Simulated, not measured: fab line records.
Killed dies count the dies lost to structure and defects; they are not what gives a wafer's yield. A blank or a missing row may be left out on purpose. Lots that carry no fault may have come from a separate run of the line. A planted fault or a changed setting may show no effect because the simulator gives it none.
Chamber matching	flow gf180mcu	cmp-02 running GF_V3_CMP_04: 4 sister chambers
The step polishes SiO2. 4 wafers are shown with their chamber, then 8 later ones without.

EACH WAFER AND ITS CHAMBER
wafer	chamber	motor current A (A)
L212.6	0	10.8
L214.2	3	11.2
L214.6	1	11.6
L223.2	2	12.7

WAFERS MISSING THEIR CHAMBER
wafer	motor current A (A)
L223.4	11.5
L223.5	12.6
L225.1	10.5
L225.4	13.6
L225.6	12.0
L226.2	11.4
L226.4	11.3
L226.6	11.0

WHICH CHAMBER EACH ONE RAN IN
wafer	from the rows above	in truth
L223.4	can't be placed: 1 or 3 or 0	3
L223.5	2	2
L225.1	can't be placed: 0 or 3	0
L225.4	2	2
L225.6	can't be placed: 1 or 2 or 3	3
L226.2	can't be placed: 1 or 3 or 0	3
L226.4	can't be placed: 3 or 1 or 0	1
L226.6	can't be placed: 0 or 3 or 1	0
Placed correctly: 2 of 8. From these rows, 6 cannot be placed; in 6 the true chamber is one of the candidates. 0 placed wrongly.
How it was worked out, from the rows above alone: a wafer's distance from a chamber is the root of the sum, over the readings, of the square of ((its reading less the chamber's mean) divided by the reading's scatter). The wafer belongs to the nearest chamber; if the next one is less than 2 further off, it can't be placed. For every chamber, the mean is computed from those of its wafers that are shown. The scatter: root of mean squared gap, hidden wafer to nearest shown wafer, with one shown wafer a chamber.
